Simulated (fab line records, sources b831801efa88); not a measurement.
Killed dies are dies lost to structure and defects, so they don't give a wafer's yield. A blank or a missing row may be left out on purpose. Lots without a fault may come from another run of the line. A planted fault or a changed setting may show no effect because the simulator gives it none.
Chamber matching | flow gf180mcu | GF_V5_CMP_04 on cmp-01: 4 sister chambers
The step polishes SiO2. 8 wafers are shown with their chamber, then 12 later ones without.

WAFERS WITH THEIR CHAMBER
wafer  | chamber | motor_current_A (A)
L080.2 | 1       | 12.7
L081.1 | 3       | 11.5
L084.2 | 3       | 11.4
L084.4 | 2       | 13.7
L084.5 | 0       | 12.1
L088.2 | 0       | 11.7
L088.3 | 1       | 12.9
L088.6 | 2       | 13.6

WAFERS WITHOUT THEIR CHAMBER
wafer  | motor_current_A (A)
L089.2 | 11.9
L089.3 | 11.7
L089.6 | 12.1
L091.1 | 14.1
L091.2 | 13.0
L091.3 | 11.6
L092.1 | 13.1
L092.3 | 12.1
L092.4 | 14.1
L096.1 | 13.8
L096.2 | 12.7
L096.4 | 12.0

WHICH CHAMBER EACH WENT THROUGH
wafer  | from the rows above     | in truth
L089.2 | 0                       | 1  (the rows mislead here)
L089.3 | can't be placed: 0 or 3 | 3
L089.6 | 0                       | 0
L091.1 | 2                       | 2
L091.2 | 1                       | 1
L091.3 | can't be placed: 3 or 0 | 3
L092.1 | can't be placed: 1 or 2 | 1
L092.3 | 0                       | 0
L092.4 | 2                       | 2
L096.1 | 2                       | 2
L096.2 | 1                       | 1
L096.4 | 0                       | 0
Placed correctly: 8 of 12. Can't be placed from these rows: 3 (the true chamber is among the candidates in 3). Placed wrongly: 1.
How it was worked out, from the rows above alone: a wafer's distance from a chamber is the root of the sum, over the readings, of the square of ((its reading less the chamber's mean) divided by the reading's scatter). The wafer belongs to the nearest chamber; if the next one is less than 2 further off, it can't be placed. A chamber's mean is the mean of its shown wafers. The scatter: the root of (the sum of the squares of (reading less its chamber's mean) over the shown wafers, divided by (wafers less chambers)).
